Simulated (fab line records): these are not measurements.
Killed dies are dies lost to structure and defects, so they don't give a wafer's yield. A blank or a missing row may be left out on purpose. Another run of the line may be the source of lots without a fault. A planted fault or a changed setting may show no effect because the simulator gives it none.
Which tool was responsible? ; flow gf180mcu ; 6 lots with 17 wafers sampled at 3 steps, on a route of 602 steps

## WHAT EACH GAUGE READ, for each wafer
GF_V4_THK_MEAS_03.
lot;measured;on;V4_CVD_02_THK (nm)
L951;day 22 20:52;film-metro-04;846 835 834
L953;day 23 17:48;film-metro-02;851 851 865
L962;day 27 07:17;film-metro-02;875 590
L966;day 28 18:50;film-metro-04;871 853 873
L971;day 30 10:14;film-metro-04;841 831 836
L972;day 30 20:41;film-metro-04;842 850 851

## WHAT TOOL EACH LOT RAN ON (gives the tool, then ch and the chambers of the sampled wafers, and finally the start)
lot;GF_M4_SPUTTER_04;GF_V4_CVD_02
L951;pvd-sputter-03, day 21 20:16;pecvd-03 ch 0,1,2, day 22 20:48
L953;pvd-sputter-02, day 22 18:46;pecvd-02 ch 1,2, day 23 17:43
L962;pvd-sputter-03, day 26 10:04;pecvd-02 ch 0,1, day 27 07:13
L966;pvd-sputter-03, day 28 00:04;pecvd-01 ch 0,1,2, day 28 18:46
L971;pvd-sputter-02, day 29 15:12;pecvd-03 ch 1,2, day 30 10:09
L972;pvd-sputter-03, day 30 01:56;pecvd-01 ch 0,1, day 30 20:36
- GF_M4_SPUTTER_04: material TiN, target thk 50 nm, time 41.7 s.
- GF_V4_CVD_02: deposits SiO2 from TEOS, target thk 850 nm, time 94.851 s.

## THE ANSWER, worked out from the rows above alone
Rule: the usual values come from the lots themselves. Put in order of their means at a reading, lots are off if they are a third of the lots or fewer, leave a main group of 4 or more, and stand apart from it by a gap of 3 or more times the standard deviation of the main group's means; of several such gaps the widest counts. A main group whose means are all the same, to the digits that the tables above print for the reading, isn't used. A lot without any number at a reading at which 4 lots or more have one is off too. The other lots that the step has rows for count as sound.
Off: L962, seen at GF_V4_THK_MEAS_03 (V4_CVD_02_THK). Main group: mean 849 nm, sd 11.
A tool fits if, at a process step before that reading, it ran every lot that is off, and no sound lot after the first of them. Those tools and the gauges at GF_V4_THK_MEAS_03 are tried in the same way. Undecided on this evidence; 2 tools fit (pecvd-02 at GF_V4_CVD_02, film-metro-02 at GF_V4_THK_MEAS_03).

## WHAT WAS PUT IN BY THE SIMULATOR
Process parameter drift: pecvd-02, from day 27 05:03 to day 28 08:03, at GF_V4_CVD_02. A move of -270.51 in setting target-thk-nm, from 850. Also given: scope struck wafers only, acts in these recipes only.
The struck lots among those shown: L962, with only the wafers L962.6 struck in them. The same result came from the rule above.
